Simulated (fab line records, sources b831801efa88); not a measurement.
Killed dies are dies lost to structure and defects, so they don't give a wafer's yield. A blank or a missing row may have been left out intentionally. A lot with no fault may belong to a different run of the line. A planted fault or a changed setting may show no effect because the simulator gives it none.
fab line records	flow sky130
record: lots: 14	wafers: 42	last_day: 49
route steps=708 shown VT_ADJUST_HVTR@139 LDD_P@263 LDD_HVP@286 RES_XHIGH@341 PAD_OPEN@708
lots that met no fault: from a run of the same line without faults
start_h: start of the lot's first displayed wafer, in hours after the record's first day	wait_h: how many hours have passed since the lot's step before this one	" the same as in the row above	L1.1+2: a single row standing in for several wafers	- no value, or no start was given	* or withheld: withheld	< > ~ a bound
route shown NAME@n: NAME is a module with steps in the file, n the number in the route of the first one	usual: mean/standard deviation taken from wafers without a fault	same: alike in all rows	chamber/n: place in a boat	sites: the reading at each site	_std_site: the standard deviation of these	_edge_site: mean of outer sites minus mean of inner sites	radius_mm: for every site, how far away it sits from the centre of the wafer	mask NAME#n: copy n	behind: the most recent tool/chamber to have shaped the wafer	hold: what put the lot on hold/how long, in hours/how the hold closed	device: the n, p or np transistor that did not switch	end of line: tests run on the same wafers once the route is complete	a step without rows: its recipe alone	killed: dies that structure and defects cost at the first sort, which is not the same as the wafer's yield	map: shows each die of a wafer: x if killed, . if not, _ if none is there
set.NAME: setting as actually run; set.NAME@STEP: the setting as run at that earlier step	model.NAME: the simulator's own value behind a step, which no gauge read
one table for each step of the route and one row for each wafer, over a sample of lots
services: the hour from which a tool's chamber was out of use, counted from the record's first day as start_h (under 0 if before that day), plus the number of hours and why
== steps ==
step: SKY_VT_ADJUST_HVTR_OVL_MEAS_08
usual: VT_ADJUST_HVTR_OVL: 0.1/1.4
lot.wafer	tool	chamber	start_h	wait_h	VT_ADJUST_HVTR_OVL[nm]
L924.2	overlay-01	-	200.40	0.1	1.1
L924.3	"	-	"	"	1.9
L924.4	"	-	"	"	0.8
L925.2	overlay-02	-	211.26	0.1	-0.8
L925.3	"	-	"	"	-1.8
L925.5	"	-	"	"	-1.4
L928.1	overlay-02	-	232.35	0.1	0.2
L928.5	"	-	"	"	2.0
L928.6	"	-	"	"	-0.6
L929.1	overlay-02	-	237.60	0.1	1.5
L929.3	"	-	"	"	-0.4
L929.4	"	-	"	"	-0.9
L930.3	overlay-01	-	248.55	0.1	3.1
L930.4	"	-	"	"	2.0
L930.5	"	-	"	"	1.7
L932.3	overlay-01	-	261.60	0.1	0.7
L932.4	"	-	"	"	0.7
L932.6	"	-	"	"	0.7
L933.2	overlay-02	-	271.26	0.1	-0.9
L933.4	"	-	"	"	1.3
L933.5	"	-	"	"	0.0
L934.1	overlay-02	-	276.90	0.1	-0.2
L934.2	"	-	"	"	1.4
L934.5	"	-	"	"	0.5
L937.4	overlay-02	-	304.77	0.1	-3.0
L937.5	"	-	"	"	-2.0
L937.6	"	-	"	"	-2.2
L938.4	overlay-02	-	309.51	0.1	0.9
L938.5	"	-	"	"	1.0
L938.6	"	-	"	"	0.9
L939.2	overlay-02	-	320.35	0.1	1.1
L939.4	"	-	"	"	2.0
L939.6	"	-	"	"	-0.7
L940.1	overlay-01	-	325.85	0.1	-0.5
L940.5	"	-	"	"	1.7
L940.6	"	-	"	"	1.6
L941.2	overlay-02	-	330.91	0.1	-1.5
L941.5	"	-	"	"	-1.1
L941.6	"	-	"	"	-0.1
L942.4	overlay-02	-	338.92	0.1	-2.8
L942.5	"	-	"	"	-1.6
L942.6	"	-	"	"	-1.9
step: SKY_LDD_P_OVL_MEAS_08
usual: LDD_P_OVL: 0.1/1.6
lot.wafer	tool	chamber	start_h	wait_h	LDD_P_OVL[nm]
L924.2	overlay-02	-	427.61	0.1	-0.6
L924.3	"	-	"	"	1.2
L924.4	"	-	"	"	2.0
L925.2	overlay-01	-	437.16	0.1	0.6
L925.3	"	-	"	"	1.4
L925.5	"	-	"	"	0.2
L928.1	overlay-02	-	471.19	0.1	0.8
L928.5	"	-	"	"	-1.8
L928.6	"	-	"	"	-0.4
L929.1	overlay-02	-	477.25	0.1	1.5
L929.3	"	-	"	"	-1.4
L929.4	"	-	"	"	-0.5
L930.3	overlay-01	-	489.66	0.1	3.1
L930.4	"	-	"	"	1.9
L930.5	"	-	"	"	0.5
L932.3	overlay-01	-	501.40	0.1	2.4
L932.4	"	-	"	"	1.9
L932.6	"	-	"	"	1.3
L933.2	overlay-02	-	523.60	0.1	0.4
L933.4	"	-	"	"	-0.9
L933.5	"	-	"	"	-1.7
L934.1	overlay-01	-	525.10	0.1	1.9
L934.2	"	-	"	"	0.3
L934.5	"	-	"	"	4.0
L937.4	overlay-02	-	555.57	0.1	-0.4
L937.5	"	-	"	"	-0.8
L937.6	"	-	"	"	-1.4
L938.4	overlay-02	-	563.57	0.1	-1.0
L938.5	"	-	"	"	-2.0
L938.6	"	-	"	"	-2.7
L939.2	overlay-02	-	573.75	0.1	1.6
L939.4	"	-	"	"	2.1
L939.6	"	-	"	"	-0.8
L940.1	overlay-01	-	577.40	0.1	0.6
L940.5	"	-	"	"	1.5
L940.6	"	-	"	"	0.2
L941.2	overlay-02	-	588.20	0.1	0.8
L941.5	"	-	"	"	0.4
L941.6	"	-	"	"	-0.7
L942.4	overlay-02	-	595.02	0.1	-2.4
L942.5	"	-	"	"	-1.8
L942.6	"	-	"	"	-1.9
step: SKY_LDD_HVP_IMPLANT_08
recipe: species: B	energy_kev: 20	dose_cm2: 1.7e+13	tilt_deg: 17.9
usual: beam_energy_keV: 19.999/0.0056
same: implant_ion_amu: 11
lot.wafer	tool	chamber	start_h	wait_h	beam_energy_keV
L924.2	implanter-01	0	489.63	0.1	20.005
L924.3	"	0	"	"	19.992
L924.4	"	0	"	"	20.000
L925.2	implanter-01	0	498.89	0.0	19.996
L925.3	"	0	"	"	19.997
L925.5	"	0	"	"	19.994
L928.1	implanter-03	0	532.22	0.0	19.994
L928.5	"	0	"	"	20.002
L928.6	"	0	"	"	19.997
L929.1	implanter-01	0	538.13	0.0	20.003
L929.3	"	0	"	"	20.000
L929.4	"	0	"	"	19.994
L930.3	implanter-04	0	550.63	0.1	19.996
L930.4	"	0	"	"	20.003
L930.5	"	0	"	"	19.993
L932.3	implanter-04	0	562.02	0.1	20.003
L932.4	"	0	"	"	20.001
L932.6	"	0	"	"	19.998
L933.2	implanter-03	0	584.30	0.0	19.990
L933.4	"	0	"	"	19.998
L933.5	"	0	"	"	20.001
L934.1	implanter-03	0	585.77	0.0	20.006
L934.2	"	0	"	"	20.009
L934.5	"	0	"	"	20.008
L937.4	implanter-04	0	615.34	0.1	19.997
L937.5	"	0	"	"	20.006
L937.6	"	0	"	"	20.000
L938.4	implanter-03	0	623.74	0.1	20.002
L938.5	"	0	"	"	20.004
L938.6	"	0	"	"	20.005
L939.2	implanter-04	0	632.54	0.0	20.003
L939.4	"	0	"	"	20.002
L939.6	"	0	"	"	20.003
L940.1	implanter-04	0	635.28	0.0	20.001
L940.5	"	0	"	"	19.997
L940.6	"	0	"	"	20.002
L941.2	implanter-03	0	646.74	0.0	21.121
L941.5	"	0	"	"	21.118
L941.6	"	0	"	"	21.117
L942.4	implanter-03	0	653.74	0.1	21.114
L942.5	"	0	"	"	21.118
L942.6	"	0	"	"	21.121
step: SKY_RES_XHIGH_TW_MEAS_09
usual: RES_XHIGH_TW: 1659/15
lot.wafer	tool	chamber	start_h	wait_h	RES_XHIGH_TW
L924.2	film_metro-01	-	611.99	0.1	1666
L924.3	"	-	"	"	1664
L924.4	"	-	"	"	1656
L925.2	film_metro-03	-	622.49	0.1	1625
L925.3	"	-	"	"	1631
L925.5	"	-	"	"	1644
L928.1	film_metro-03	-	655.53	0.1	1627
L928.5	"	-	"	"	1642
L928.6	"	-	"	"	1623
L929.1	film_metro-03	-	659.18	0.1	1636
L929.3	"	-	"	"	1642
L929.4	"	-	"	"	1635
L930.3	film_metro-02	-	670.90	0.1	1655
L930.4	"	-	"	"	1663
L930.5	"	-	"	"	1663
L932.3	film_metro-01	-	680.21	0.1	1676
L932.4	"	-	"	"	1676
L932.6	"	-	"	"	1674
L933.2	film_metro-02	-	706.34	0.1	1665
L933.4	"	-	"	"	1667
L933.5	"	-	"	"	1670
L934.1	film_metro-01	-	706.43	0.1	1674
L934.2	"	-	"	"	1667
L934.5	"	-	"	"	1668
L937.4	film_metro-01	-	731.26	0.1	1664
L937.5	"	-	"	"	1657
L937.6	"	-	"	"	1665
L938.4	film_metro-01	-	739.66	0.1	1666
L938.5	"	-	"	"	1666
L938.6	"	-	"	"	1661
L939.2	film_metro-02	-	748.74	0.1	1670
L939.4	"	-	"	"	1673
L939.6	"	-	"	"	1674
L940.1	film_metro-03	-	750.39	0.1	1631
L940.5	"	-	"	"	1645
L940.6	"	-	"	"	1640
L941.2	film_metro-02	-	762.00	0.1	1664
L941.5	"	-	"	"	1665
L941.6	"	-	"	"	1674
L942.4	film_metro-03	-	769.87	0.1	1643
L942.5	"	-	"	"	1647
L942.6	"	-	"	"	1645
step: SKY_PAD_OPEN_PROBE_99
usual: killed_at_M0_to_M3: 44/7	killed_at_M4_up: 3.2/2	killed_at_contacts: 25/5.3	killed_at_front_end: 15/4.3	killed_at_other: 0.3/0.54	killed_dies: 86/8.7	killed_on_rim: 17/3.6	killed_open: 47/6.4	killed_short: 39/5.6
same: gross_dies: 492	killed_at_back_side: 0
lot.wafer	tool	chamber	start_h	wait_h	killed_at_M0_to_M3	killed_at_M4_up	killed_at_contacts	killed_at_front_end	killed_at_other	killed_dies	killed_on_rim	killed_open	killed_short
L924.2	prober-01	-	1070.75	0.1	47	3	20	26	1	97	16	53	44
L924.3	prober-01	-	1070.80	0.2	33	1	24	21	0	79	15	47	32
L924.4	prober-01	-	1070.85	0.2	43	5	14	12	0	74	12	45	29
L925.2	prober-02	-	1075.77	0.1	52	2	19	5	0	78	14	39	38
L925.3	prober-02	-	1075.82	0.2	50	2	26	15	0	93	20	53	40
L925.5	prober-02	-	1075.92	0.2	44	6	27	21	0	98	16	55	43
L928.1	prober-01	-	1102.29	0.1	31	4	28	14	0	77	21	50	27
L928.5	prober-01	-	1102.49	0.2	49	6	27	16	0	98	17	46	52
L928.6	prober-01	-	1102.54	0.2	47	2	23	13	0	85	16	47	38
L929.1	prober-02	-	1103.81	0.1	42	2	21	21	0	86	18	40	46
L929.3	prober-02	-	1103.91	0.2	47	3	22	12	1	85	18	45	39
L929.4	prober-02	-	1103.96	0.2	37	3	21	17	0	78	21	44	34
L930.3	prober-01	-	1110.40	0.2	33	5	22	6	0	66	20	35	31
L930.4	prober-01	-	1110.45	0.2	45	7	19	14	0	85	10	46	39
L930.5	prober-01	-	1110.50	0.2	34	3	12	17	0	66	14	35	31
L932.3	prober-01	-	1117.74	0.2	30	2	29	18	0	79	16	43	36
L932.4	prober-01	-	1117.79	0.2	40	2	30	19	0	91	15	45	46
L932.6	prober-01	-	1117.89	0.2	40	2	26	17	1	86	14	48	38
L933.2	prober-02	-	1134.99	0.1	50	2	18	13	0	83	16	45	38
L933.4	prober-02	-	1135.09	0.2	51	4	30	15	0	100	23	58	42
L933.5	prober-02	-	1135.14	0.2	48	3	28	11	0	90	16	48	42
L934.1	prober-01	-	1137.37	0.1	49	5	20	15	0	89	15	40	48
L934.2	prober-01	-	1137.42	0.1	39	2	29	15	0	85	26	50	34
L934.5	prober-01	-	1137.57	0.2	42	1	24	7	0	74	12	44	30
L937.4	prober-02	-	1150.14	0.2	29	6	25	11	1	72	14	28	43
L937.5	prober-02	-	1150.19	0.2	47	5	26	7	0	85	13	45	40
L937.6	prober-02	-	1150.24	0.2	38	2	29	14	1	84	20	45	37
L938.4	prober-01	-	1157.16	0.2	37	0	24	14	0	75	15	45	30
L938.5	prober-01	-	1157.21	0.2	37	2	28	20	0	87	16	49	38
L938.6	prober-01	-	1157.26	0.2	46	4	22	13	0	85	14	43	42
L940.1	prober-02	-	1164.32	0.1	32	3	25	14	0	74	14	41	33
L940.5	prober-02	-	1164.52	0.2	54	5	18	12	0	89	15	49	40
L940.6	prober-02	-	1164.57	0.2	50	6	26	11	1	94	15	54	40
L939.2	prober-01	-	1166.30	0.1	44	3	20	20	0	87	17	45	40
L939.4	prober-01	-	1166.40	0.2	37	4	21	19	1	82	19	45	35
L939.6	prober-01	-	1166.50	0.2	38	2	17	15	1	73	15	40	33
L941.2	prober-02	-	1172.50	0.1	51	1	18	21	1	92	18	52	40
L941.5	prober-02	-	1172.65	0.2	40	6	22	15	1	84	19	42	42
L941.6	prober-02	-	1172.70	0.2	40	6	21	17	1	85	18	48	37
L942.4	prober-01	-	1178.50	0.2	54	6	24	13	0	97	20	44	53
L942.5	prober-01	-	1178.55	0.2	52	6	26	13	0	97	25	52	45
L942.6	prober-01	-	1178.60	0.2	38	10	33	10	0	91	21	54	37
killed by level:class
L924.2 VIA1:geometric_particle:open=10 VIA2:geometric_particle:open=8 FIELD_ISO:geometric_particle:open=6 VIA3:geometric_particle:open=6 FIELD_ISO:geometric_particle:short=5 POLY_GATE:geometric_particle:open=5 LI_CONTACT:geometric_particle:open=5 CONTACT:geometric_particle:open=5
L924.3 LI_CONTACT:geometric_particle:open=11 VIA1:geometric_particle:open=9 FIELD_ISO:geometric_particle:short=5 POLY_GATE:geometric_particle:short=5 CONTACT:geometric_particle:open=5 METAL1:geometric_particle:short=5 CONTACT:geometric_particle:short=4 METAL1:geometric_particle:open=4
L924.4 VIA2:geometric_particle:open=9 VIA1:geometric_particle:open=8 VIA3:geometric_particle:open=8 METAL2:geometric_particle:short=6 CONTACT:geometric_particle:open=5 POLY_GATE:geometric_particle:short=4 LI_CONTACT:geometric_particle:open=4 FIELD_ISO:geometric_particle:open=3
L925.2 VIA1:geometric_particle:open=11 METAL2:geometric_particle:short=7 CONTACT:geometric_particle:open=7 METAL1:geometric_particle:short=7 VIA1:geometric_particle:short=7 VIA2:geometric_particle:open=5 VIA3:geometric_particle:open=5 LI_CONTACT:geometric_particle:open=4
L925.3 VIA1:geometric_particle:open=11 LI_CONTACT:geometric_particle:open=10 CONTACT:geometric_particle:open=7 VIA3:geometric_particle:open=7 METAL1:geometric_particle:short=7 VIA1:geometric_particle:short=6 POLY_GATE:geometric_particle:short=6 VIA2:geometric_particle:open=6
L925.5 VIA1:geometric_particle:open=10 CONTACT:geometric_particle:open=9 LI_CONTACT:geometric_particle:open=8 METAL1:geometric_particle:short=7 VIA1:geometric_particle:short=7 VIA2:geometric_particle:open=6 VIA3:geometric_particle:open=6 POLY_GATE:geometric_particle:open=5
L928.1 CONTACT:geometric_particle:open=12 LI_CONTACT:geometric_particle:open=8 VIA1:geometric_particle:open=8 METAL2:geometric_particle:short=5 VIA3:geometric_particle:open=5 POLY_GATE:geometric_particle:open=4 CONTACT:geometric_particle:short=4 FIELD_ISO:geometric_particle:open=3
L928.5 CONTACT:geometric_particle:open=9 LI_CONTACT:geometric_particle:open=7 METAL2:geometric_particle:short=7 FIELD_ISO:geometric_particle:short=6 VIA3:geometric_particle:open=5 METAL4:geometric_particle:short=5 LOCAL_INTERCONNECT:geometric_particle:short=5 VIA2:geometric_particle:open=5
L928.6 CONTACT:geometric_particle:open=10 METAL2:geometric_particle:short=8 VIA2:geometric_particle:open=7 METAL3:geometric_particle:short=7 LI_CONTACT:geometric_particle:open=6 METAL1:geometric_particle:short=5 VIA1:geometric_particle:open=5 FIELD_ISO:geometric_particle:open=4
L929.1 VIA1:geometric_particle:short=11 LI_CONTACT:geometric_particle:open=8 FIELD_ISO:geometric_particle:short=7 POLY_GATE:geometric_particle:open=7 CONTACT:geometric_particle:open=6 METAL2:geometric_particle:short=5 VIA2:geometric_particle:open=5 METAL3:geometric_particle:short=5
L929.3 CONTACT:geometric_particle:open=10 VIA1:geometric_particle:open=10 VIA2:geometric_particle:open=7 METAL2:geometric_particle:short=7 LI_CONTACT:geometric_particle:open=6 FIELD_ISO:geometric_particle:short=4 VIA3:geometric_particle:open=4 VIA1:geometric_particle:short=4
L929.4 VIA1:geometric_particle:open=12 CONTACT:geometric_particle:open=8 LI_CONTACT:geometric_particle:open=6 FIELD_ISO:geometric_particle:open=5 POLY_GATE:geometric_particle:open=5 METAL1:geometric_particle:short=5 METAL2:geometric_particle:short=5 FIELD_ISO:geometric_particle:short=4
L930.3 CONTACT:geometric_particle:open=11 METAL1:geometric_particle:short=5 VIA1:geometric_particle:open=5 VIA3:geometric_particle:open=5 LI_CONTACT:geometric_particle:open=4 CONTACT:geometric_particle:short=4 METAL2:geometric_particle:short=4 VIA2:geometric_particle:short=4
L930.4 VIA2:geometric_particle:open=10 VIA1:geometric_particle:open=9 LI_CONTACT:geometric_particle:open=8 CONTACT:geometric_particle:open=7 METAL4:geometric_particle:short=7 POLY_GATE:geometric_particle:short=5 VIA2:geometric_particle:short=5 METAL1:geometric_particle:short=5
L930.5 METAL1:geometric_particle:short=10 VIA2:geometric_particle:open=7 FIELD_ISO:geometric_particle:short=5 CONTACT:geometric_particle:open=5 VIA1:geometric_particle:open=5 FIELD_ISO:geometric_particle:open=4 POLY_GATE:geometric_particle:open=4 LI_CONTACT:geometric_particle:open=4
L932.3 LI_CONTACT:geometric_particle:open=8 CONTACT:geometric_particle:short=6 CONTACT:geometric_particle:open=6 VIA1:geometric_particle:open=6 VIA3:geometric_particle:open=6 FIELD_ISO:geometric_particle:short=5 LOCAL_INTERCONNECT:geometric_particle:short=5 FIELD_ISO:geometric_particle:open=4
L932.4 LI_CONTACT:geometric_particle:open=11 CONTACT:geometric_particle:open=8 VIA1:geometric_particle:open=8 METAL1:geometric_particle:short=7 METAL2:geometric_particle:short=6 POLY_GATE:geometric_particle:short=5 VIA3:geometric_particle:open=5 FIELD_ISO:geometric_particle:short=4
L932.6 VIA1:geometric_particle:open=10 VIA2:geometric_particle:open=8 CONTACT:geometric_particle:open=8 LI_CONTACT:geometric_particle:open=7 METAL2:geometric_particle:short=6 CONTACT:geometric_particle:short=5 FIELD_ISO:geometric_particle:open=3 LI_CONTACT:geometric_particle:short=3
L933.2 VIA1:geometric_particle:open=13 VIA3:geometric_particle:open=8 VIA1:geometric_particle:short=6 LI_CONTACT:geometric_particle:short=5 METAL1:geometric_particle:short=5 VIA2:geometric_particle:open=5 CONTACT:geometric_particle:open=4 METAL2:geometric_particle:short=4
L933.4 VIA1:geometric_particle:open=15 CONTACT:geometric_particle:open=10 LI_CONTACT:geometric_particle:open=8 METAL1:geometric_particle:short=6 POLY_GATE:geometric_particle:open=5 VIA3:geometric_particle:open=5 VIA1:geometric_particle:short=5 LOCAL_INTERCONNECT:geometric_particle:short=4
L933.5 VIA1:geometric_particle:open=13 CONTACT:geometric_particle:open=8 VIA3:geometric_particle:short=7 METAL1:geometric_particle:short=7 CONTACT:geometric_particle:short=6 LI_CONTACT:geometric_particle:open=5 VIA3:geometric_particle:open=5 VIA2:geometric_particle:open=5
L934.1 METAL2:geometric_particle:short=9 VIA2:geometric_particle:open=8 VIA1:geometric_particle:open=8 FIELD_ISO:geometric_particle:short=6 LOCAL_INTERCONNECT:geometric_particle:short=6 LI_CONTACT:geometric_particle:open=5 METAL1:geometric_particle:short=5 METAL1:geometric_particle:open=5
L934.2 CONTACT:geometric_particle:open=15 VIA2:geometric_particle:open=11 METAL1:geometric_particle:short=9 LI_CONTACT:geometric_particle:open=6 FIELD_ISO:geometric_particle:short=5 FIELD_ISO:geometric_particle:open=4 LOCAL_INTERCONNECT:geometric_particle:short=4 CONTACT:geometric_particle:short=4
L934.5 VIA1:geometric_particle:open=9 LI_CONTACT:geometric_particle:open=8 CONTACT:geometric_particle:open=8 METAL1:geometric_particle:short=7 VIA3:geometric_particle:open=6 VIA2:geometric_particle:open=5 POLY_GATE:geometric_particle:open=3 VIA2:geometric_particle:short=3
L937.4 LOCAL_INTERCONNECT:geometric_particle:short=8 CONTACT:geometric_particle:open=7 VIA1:geometric_particle:open=6 METAL4:geometric_particle:short=4 CONTACT:geometric_particle:short=4 METAL2:geometric_particle:short=4 VIA2:geometric_particle:short=4 FIELD_ISO:geometric_particle:open=3
L937.5 VIA1:geometric_particle:open=12 CONTACT:geometric_particle:open=12 METAL2:geometric_particle:short=9 VIA2:geometric_particle:open=6 LI_CONTACT:geometric_particle:open=5 CONTACT:geometric_particle:short=5 METAL1:geometric_particle:short=4 VIA1:geometric_particle:short=4
L937.6 CONTACT:geometric_particle:open=10 VIA1:geometric_particle:open=8 CONTACT:geometric_particle:short=7 VIA3:geometric_particle:open=7 LI_CONTACT:geometric_particle:open=6 VIA2:geometric_particle:short=6 POLY_GATE:geometric_particle:open=5 METAL2:geometric_particle:short=5
L938.4 VIA1:geometric_particle:open=9 VIA2:geometric_particle:open=8 LI_CONTACT:geometric_particle:open=7 CONTACT:geometric_particle:open=7 FIELD_ISO:geometric_particle:open=5 CONTACT:geometric_particle:short=5 METAL1:geometric_particle:short=4 VIA3:geometric_particle:open=4
L938.5 CONTACT:geometric_particle:open=9 CONTACT:geometric_particle:short=9 VIA1:geometric_particle:open=9 FIELD_ISO:geometric_particle:open=8 VIA3:geometric_particle:open=6 VIA2:geometric_particle:open=4 SPACER:geometric_particle:short=3 LI_CONTACT:geometric_particle:open=3
L938.6 VIA1:geometric_particle:short=11 VIA3:geometric_particle:open=7 CONTACT:geometric_particle:open=7 VIA1:geometric_particle:open=7 LI_CONTACT:geometric_particle:open=6 VIA2:geometric_particle:open=6 METAL1:geometric_particle:short=5 LOCAL_INTERCONNECT:geometric_particle:short=4
L940.1 LI_CONTACT:geometric_particle:open=10 METAL1:geometric_particle:short=7 VIA3:geometric_particle:open=6 VIA1:geometric_particle:open=6 FIELD_ISO:geometric_particle:short=5 LI_CONTACT:geometric_particle:short=5 CONTACT:geometric_particle:open=5 VIA2:geometric_particle:open=5
L940.5 VIA1:geometric_particle:open=12 VIA1:geometric_particle:short=10 CONTACT:geometric_particle:open=8 VIA2:geometric_particle:open=7 VIA3:geometric_particle:open=7 LI_CONTACT:geometric_particle:open=5 POLY_GATE:geometric_particle:short=4 VIA3:geometric_particle:short=4
L940.6 VIA1:geometric_particle:open=17 CONTACT:geometric_particle:open=11 LI_CONTACT:geometric_particle:open=9 VIA1:geometric_particle:short=7 LI_CONTACT:geometric_particle:short=5 VIA3:geometric_particle:open=5 METAL1:geometric_particle:short=4 METAL2:geometric_particle:short=4
L939.2 VIA1:geometric_particle:open=13 LI_CONTACT:geometric_particle:open=7 METAL1:geometric_particle:short=7 FIELD_ISO:geometric_particle:open=6 METAL2:geometric_particle:short=6 FIELD_ISO:geometric_particle:short=4 VIA1:geometric_particle:short=4 LOCAL_INTERCONNECT:geometric_particle:short=4
L939.4 VIA1:geometric_particle:open=12 METAL2:geometric_particle:short=7 FIELD_ISO:geometric_particle:open=6 LI_CONTACT:geometric_particle:open=6 LOCAL_INTERCONNECT:geometric_particle:short=5 VIA2:geometric_particle:open=5 CONTACT:geometric_particle:open=5 VIA3:geometric_particle:open=5
L939.6 VIA1:geometric_particle:open=13 VIA3:geometric_particle:open=7 METAL2:geometric_particle:short=6 FIELD_ISO:geometric_particle:open=5 CONTACT:geometric_particle:open=5 LI_CONTACT:geometric_particle:open=4 LOCAL_INTERCONNECT:geometric_particle:short=4 FIELD_ISO:geometric_particle:short=3
L941.2 VIA1:geometric_particle:open=10 VIA3:geometric_particle:open=8 METAL1:geometric_particle:short=8 METAL2:geometric_particle:short=8 VIA2:geometric_particle:open=7 FIELD_ISO:geometric_particle:short=6 POLY_GATE:geometric_particle:open=6 CONTACT:geometric_particle:open=6
L941.5 LI_CONTACT:geometric_particle:open=9 FIELD_ISO:geometric_particle:short=8 CONTACT:geometric_particle:open=8 VIA1:geometric_particle:open=8 METAL1:geometric_particle:short=6 VIA1:geometric_particle:short=5 VIA2:geometric_particle:open=5 METAL4:geometric_particle:short=5
L941.6 CONTACT:geometric_particle:open=8 FIELD_ISO:geometric_particle:open=7 LI_CONTACT:geometric_particle:open=7 METAL2:geometric_particle:short=6 VIA1:geometric_particle:open=6 VIA2:geometric_particle:open=5 VIA3:geometric_particle:open=5 POLY_GATE:geometric_particle:open=4
L942.4 VIA1:geometric_particle:open=15 METAL1:geometric_particle:short=8 VIA1:geometric_particle:short=8 CONTACT:geometric_particle:open=6 VIA2:geometric_particle:open=6 VIA3:geometric_particle:short=6 LI_CONTACT:geometric_particle:short=5 LI_CONTACT:geometric_particle:open=5
L942.5 VIA1:geometric_particle:open=14 VIA2:geometric_particle:open=8 CONTACT:geometric_particle:open=7 METAL1:geometric_particle:short=7 VIA3:geometric_particle:open=6 LI_CONTACT:geometric_particle:open=6 LI_CONTACT:geometric_particle:short=5 CONTACT:geometric_particle:short=5
L942.6 LI_CONTACT:geometric_particle:open=11 VIA1:geometric_particle:open=9 VIA3:geometric_particle:open=9 VIA2:geometric_particle:open=9 METAL4:geometric_particle:short=8 CONTACT:geometric_particle:short=6 CONTACT:geometric_particle:open=6 FIELD_ISO:geometric_particle:short=4
== services ==
tool	chamber	start_h	hours	kind
implanter-04	-	480.74	5.0	pm
implanter-03	-	483.65	1.6	repair
implanter-03	-	510.64	2.6	repair
implanter-01	-	561.32	99.3	pm
implanter-04	-	591.83	3.2	pm
implanter-03	-	613.24	1.7	repair
implanter-03	-	613.55	2.7	repair
implanter-03	-	649.15	2.9	repair
== key ==
first_sign: step: SKY_LDD_HVP_IMPLANT_08	reading: beam_energy_keV	direction: up	sigmas: 99+	usual: *	struck: *
effect none on later readings
met_at SKY_LDD_HVP_IMPLANT_08
struck_lots L941,L942
tester_left_out L941,L942
not_acting_at SKY_VT_ADJUST_HVTR_OVL_MEAS_08,SKY_LDD_P_OVL_MEAS_08,SKY_RES_XHIGH_TW_MEAS_09
onset_between 623.74 646.74
fault: kind: process_parameter_drift	tool: implanter-03	chamber: -	onset_h: 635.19	steps: SKY_LDD_HVP_IMPLANT_08	channel: energy_kev	offset: *	shape: step	end_h: 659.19	acts_in: *	stated: *
tester_left_out: of these lots the tester's yield and bins aren't shown, on N5 and GAA mostly nor the transistor test; their killed dies are dies lost to structure and defects alone, not to doping, threshold or leakage, so they don't give the yield
